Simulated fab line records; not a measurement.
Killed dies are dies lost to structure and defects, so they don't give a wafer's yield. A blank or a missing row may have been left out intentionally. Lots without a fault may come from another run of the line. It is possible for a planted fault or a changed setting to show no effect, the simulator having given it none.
Comparing a struck lot with a sound one -- flow sky130 -- 18 steps out of a route of 708
Sound: wafers L987.1, L987.2, L987.6. Struck: wafers L999.3, L999.4, L999.5. At the end, the cause is stated.
Each step with rows lists, per side, the tool, then ch with its chambers, then its first start. Under that, the readings that differ: sound wafers -- struck wafers -- difference of the means -- sigmas: that difference in standard deviations of wafers without a fault.
alike: a reading whose means differ by less than 2 such deviations, as well as words and numbers matching on both sides. not compared: withheld readings; readings where some wafer has no value; bounds like >300 that might hide an equal value; numbers whose values overlap and for which the record gives no deviation.
Wherever a step has rows on one side only, a row that says differs or no value, or a row with sigmas, the two part there. Non-overlapping numbers with no deviation appear without sigmas and do not part them. A reading that every wafer of one side lacks parts them only if that side has two wafers or more.

first, 4 steps without rows for these wafers: SKY_VT_ADJUST_PCH_SOFTBAKE_03; SKY_VT_ADJUST_PCH_EXPOSE_04 (exposes mask NWM, target cd 840 nm); SKY_VT_ADJUST_PCH_PEB_05; SKY_VT_ADJUST_PCH_DEVELOP_06 (develop time 60 s).
SKY_VT_ADJUST_PCH_OVL_MEAS_07:
  sound on overlay-02, day 10 02:43; struck on overlay-02, day 13 16:17
  alike: VT_ADJUST_PCH_OVL
next, for these wafers, 1 step has no rows: SKY_VT_ADJUST_PCH_IMPLANT_08.
SKY_VT_ADJUST_PCH_STRIP_09: strips in O2/N2.
  sound on plasma asher-01 ch 0,1, day 10 02:54; struck on plasma asher-01 ch 0,1, day 13 16:29
  alike: chamber pressure mTorr, drypump motor current A, n2 flow sccm, o2 flow sccm, oes product au, strip time to endpoint s
  not compared: rf hours counter h
SKY_VT_ADJUST_PCH_TW_MEAS_10:
  sound on film metro-02, day 10 03:00; struck on film metro-04, day 13 16:34
  alike: VT_ADJUST_PCH_TW
then, 4 steps without rows for these wafers: SKY_SONOS_TUNNEL_DEHYDRATE_00 (time 60 s); SKY_SONOS_TUNNEL_HMDS_01 (prime time 60 s); SKY_SONOS_TUNNEL_COAT_02 (resist thk 1140 nm); SKY_SONOS_TUNNEL_SOFTBAKE_03 (time 60 s).
SKY_SONOS_TUNNEL_EXPOSE_04: exposes mask TUNM, target cd 410 nm.
  sound on iline stepper-01 ch 0, day 10 13:01; struck on iline stepper-01 ch 0, day 14 04:49
reading,sound,struck,difference,sigmas
exposure dose mJ cm2,136.03 135.87 135.96,93.04 93.05 92.90,-42.96,-99 or more
  alike: mask, focus offset nm
then, 2 steps without rows for these wafers: SKY_SONOS_TUNNEL_PEB_05; SKY_SONOS_TUNNEL_DEVELOP_06 (develop time 60 s).
SKY_SONOS_TUNNEL_CD_MEAS_07 targets a cd of 410 nm.
  sound on cd sem-02, day 11 00:05; struck on cd sem-01, day 14 17:07
reading,sound,struck,difference,sigmas
cd nm (nm),412.6 412.5 413.8,299.1 300.3 301.4,-112.7,-42
SKY_SONOS_TUNNEL_OVL_MEAS_08:
  sound on overlay-01, day 11 00:12; struck on overlay-01, day 14 17:13
  alike: SONOS_TUNNEL_OVL
-- a jump in the record: the struck wafers' starts before and after are 34 days apart (it breaks off in module SONOS_TUNNEL and resumes in module PAD_OPEN, where the first step shown is number 708 of the route) --
SKY_PAD_OPEN_PROBE_99:
  sound on prober-02, day 45 15:59; struck on prober-02, day 48 10:19
reading,sound,struck,difference,sigmas
model.etest.sonos programmed.off log10 a um,-13.99 -14.04 -13.92,-13.9 -13.74 -13.76,+0.2,
  alike: killed_at_M0_to_M3, killed_at_M4_up, killed at contacts, killed at front end, killed at other, killed dies, killed open, killed short
  not compared: model.etest.sonos uncharged.vt v

## WHERE THEY PART
Earliest at SKY_SONOS_TUNNEL_EXPOSE_04; latest, in this record, at SKY_SONOS_TUNNEL_CD_MEAS_07. Later steps at which nothing parts them and some readings are alike: SKY_SONOS_TUNNEL_OVL_MEAS_08, SKY_PAD_OPEN_PROBE_99.

WHY: what the simulator had put in
Process parameters drifting: iline stepper-01 at SKY_SONOS_TUNNEL_EXPOSE_04, beginning at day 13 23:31. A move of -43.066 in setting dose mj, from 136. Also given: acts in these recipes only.
